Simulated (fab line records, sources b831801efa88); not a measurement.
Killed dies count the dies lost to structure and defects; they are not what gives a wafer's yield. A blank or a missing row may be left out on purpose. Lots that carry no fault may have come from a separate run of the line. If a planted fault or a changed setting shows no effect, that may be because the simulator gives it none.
Chamber matching ; flow gf180mcu ; GF_V4_CMP_26 on cmp-02 has 4 sister chambers
The step polishes, stops on SiO2, t overpolish 15 s, target thk 0 nm. 4 wafers are shown with their chamber, then 12 later ones without.

== WAFERS PAIRED WITH THEIR CHAMBERS ==
wafer;chamber;motorCurrentA (A)
L080.5;1;11.1
L081.3;0;10.5
L082.5;2;10.7
L082.6;3;12.5

== WAFERS MISSING THEIR CHAMBER ==
wafer;motorCurrentA (A)
L084.4;10.5
L084.5;12.8
L084.6;11.0
L088.3;10.4
L088.4;13.2
L088.5;11.0
L090.4;13.1
L090.5;13.0
L090.6;10.8
L093.1;11.5
L093.2;11.0
L093.4;11.4

== THE CHAMBER EACH PASSED THROUGH ==
wafer;from the rows above;in truth
L084.4;can't be placed: 0 or 2 or 1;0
L084.5;3;3
L084.6;can't be placed: 1 or 2 or 0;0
L088.3;can't be placed: 0 or 2 or 1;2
L088.4;3;3
L088.5;can't be placed: 1 or 2 or 0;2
L090.4;3;3
L090.5;3;3
L090.6;can't be placed: 2 or 1 or 0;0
L093.1;can't be placed: 1 or 2 or 0 or 3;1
L093.2;can't be placed: 1 or 2 or 0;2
L093.4;can't be placed: 1 or 2 or 0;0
4 of 12 placed correctly. Unplaceable from these rows: 8, with the true chamber sitting among the candidates in 8. 0 placed wrongly.
How it was worked out, from the rows above alone: a wafer's distance from a chamber is the root of the sum, over the readings, of the square of ((its reading less the chamber's mean) divided by the reading's scatter). The wafer belongs to the nearest chamber; if the next one is less than 2 further off, it can't be placed. Each chamber's mean is taken over the wafers shown for it. The scatter: with one shown wafer a chamber, the root of the mean of the squares of how far each hidden wafer lies from its nearest shown one.
